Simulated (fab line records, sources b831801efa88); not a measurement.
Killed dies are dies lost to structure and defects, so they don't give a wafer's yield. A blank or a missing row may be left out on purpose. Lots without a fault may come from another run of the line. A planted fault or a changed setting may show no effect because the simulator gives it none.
Problem report in the 8D (eight disciplines) form, filled by code | flow gf180mcu | the parts of the form that need people (team, actions taken, sign-off) are left out

1. THE PROBLEM
strip_time_to_endpoint_s at GF_VT_IMPLANT_STRIP_31 reads a mean of 11.92 s on 6 wafers of 2 lots; wafers without a fault read 12.62 s with a standard deviation of 0.034. That is -21 standard deviations from the usual mean.
The step: strips in O2/N2.
First seen on wafer L685.1, day 11 07:49, on plasma_asher-02. The record holds 39 wafers of 13 lots with a number at this step. Rule for "out", or "out of limits": more than 4 standard deviations from the usual mean. The other wafers with a number count as sound.

2. WHAT IT IS AND WHAT IT IS NOT
question                    | is                       | is not
which readings at this step | strip_time_to_endpoint_s | drypump_motor_current_A, heater_power_w, oes_product_au
which lots                  | L685, L688               | L671, L672, L674, L676, L679, L680, L681, L687, L690, L691, L692
which wafers of those lots  | all that have a number   | -
read on which tools         | plasma_asher-02          | plasma_asher-03, plasma_asher-04
when                        | from day 11 07:49        | up to then (21 sound wafers); but 12 sound wafers of L687, L690, L691, L692 came after

3. SUSPECTS, AND WHAT RULES EACH OUT
Counting: a tool at a process step up to the reading stays a suspect if it ran every lot that is out and no sound lot after the first of them.
- plasma_asher-02 at GF_MVSD_STRIP_10 (strips in O2/N2): kept. It ran every lot that is out, first L685 (day 8 08:07), and no sound lot after that; its last sound lot up to then is L681 (day 7 07:43).
- plasma_asher-03 at GF_VT_IMPLANT_STRIP_09 (strips in O2/N2): ruled out as a lasting fault. Sound lots L690, L691, L692 ran on it after its first lot that is out, L685 (day 9 18:52).
- litho_track-02 at GF_VT_IMPLANT_COAT_24 (resist thk 1000 nm): kept. It ran every lot that is out, first L685 (day 10 22:41), and no sound lot after that; its last sound lot up to then is L680 (day 9 12:41).
- plasma_asher-02 at GF_VT_IMPLANT_STRIP_31 (strips in O2/N2): ruled out as a lasting fault. Sound lots L690 ran on it after its first lot that is out, L685 (day 11 07:49).
Left after counting: plasma_asher-02 at GF_MVSD_STRIP_10, litho_track-02 at GF_VT_IMPLANT_COAT_24.

4. THE CAUSE (what the simulator had put in)
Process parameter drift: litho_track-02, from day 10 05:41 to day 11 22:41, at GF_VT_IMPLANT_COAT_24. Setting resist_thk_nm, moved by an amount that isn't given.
Counting left 2 suspects, and this tool is among them.

5. THE CHAIN OF EFFECTS, in route order
Each row: a reading whose mean over the struck wafers that have a number lies more than 3 standard deviations from the usual. Only readings for which the record gives a usual standard deviation are gone through. hours: the time from each lot's start at the first step in this table that gives one to its start at this step, as a median over the lots. sigmas: the change in usual standard deviations.
hours | step                   | reading                  | usual   | on struck wafers | change | sigmas
0     | GF_VT_IMPLANT_STRIP_31 | strip_time_to_endpoint_s | 12.62 s | 11.92            | -0.70  | -21
The process steps in it:
- GF_VT_IMPLANT_STRIP_31: strips in O2/N2.

6. WHAT WOULD HAVE CAUGHT IT SOONER
In this record the first reading out of limits was taken at day 11 07:49, 26 hours after the fault began at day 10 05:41.
Of the lots that are out (2), L688 began GF_VT_IMPLANT_COAT_24 on litho_track-02 after day 11 07:49. A hold on the tool at that time would have spared it.
